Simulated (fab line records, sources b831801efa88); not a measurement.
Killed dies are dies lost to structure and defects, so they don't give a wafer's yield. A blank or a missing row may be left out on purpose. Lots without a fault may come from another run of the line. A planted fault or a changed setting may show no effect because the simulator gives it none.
Chamber matching | flow gf180mcu | GF_V1_CMP_04 on cmp-01: 4 sister chambers
The step polishes SiO2. 14 wafers are shown with their chamber, then 7 later ones without.

WAFERS WITH THEIR CHAMBER
wafer  | chamber | motor_current_A (A) | time_to_endpoint_s (s) | platen_rpm (rpm)
L724.1 | 2       | 11.0                | 81                     | 59.98
L724.4 | 0       | 12.3                | 82                     | 59.99
L724.5 | 0       | 11.9                | 87                     | 60.01
L727.3 | 3       | 11.0                | 80                     | 60.02
L727.4 | 0       | 12.2                | 85                     | 59.96
L727.6 | 1       | 11.8                | 83                     | 60.01
L733.2 | 2       | 11.3                | 83                     | 59.95
L733.3 | 1       | 12.3                | 82                     | 59.96
L733.6 | 1       | 12.0                | 80                     | 59.96
L738.1 | 3       | 10.9                | 75                     | 59.99
L738.2 | 1       | 11.6                | 72                     | 60.00
L738.6 | 1       | 12.1                | 80                     | 59.99
L741.1 | 3       | 11.3                | 74                     | 59.96
L741.2 | 1       | 12.2                | 80                     | 60.00

SIGNATURES (means of the wafers above)
reading            | chamber 0 | chamber 1 | chamber 2 | chamber 3 | scatter within a chamber
motor_current_A    | 12.133    | 12.000    | 11.150    | 11.067    | 0.236
time_to_endpoint_s | 84.67     | 79.50     | 82.00     | 76.33     | 3.33
platen_rpm         | 59.9867   | 59.9867   | 59.9650   | 59.9900   | 0.0242
Rule: a wafer's distance from a chamber is the root of the sum, over the readings, of the square of ((its reading less the chamber's mean) divided by the reading's scatter). The wafer belongs to the nearest chamber; if the next one is less than 2 further off, it can't be placed. The scatter: the root of (the sum of the squares of (reading less its chamber's mean) over the shown wafers, divided by (wafers less chambers)).

WAFERS WITHOUT THEIR CHAMBER
wafer  | motor_current_A (A) | time_to_endpoint_s (s) | platen_rpm (rpm)
L741.6 | 11.7                | 88                     | 60.02
L743.3 | 11.5                | 75                     | 59.96
L743.5 | 11.5                | 81                     | 59.98
L743.6 | 11.3                | 87                     | 59.97
L744.1 | 12.3                | 79                     | 60.05
L744.4 | 10.8                | 80                     | 59.95
L744.5 | 12.1                | 85                     | 60.01

WHICH CHAMBER EACH WENT THROUGH
wafer  | from the rows above               | in truth
L741.6 | can't be placed: 0 or 1 or 2      | 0
L743.3 | can't be placed: 3 or 2 or 1 or 0 | 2
L743.5 | can't be placed: 2 or 1 or 3 or 0 | 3
L743.6 | can't be placed: 2 or 3           | 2
L744.1 | can't be placed: 1 or 0           | 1
L744.4 | can't be placed: 2 or 3           | 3
L744.5 | can't be placed: 0 or 1           | 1
Placed correctly: 0 of 7. Can't be placed from these rows: 7 (the true chamber is among the candidates in 7). Placed wrongly: 0.
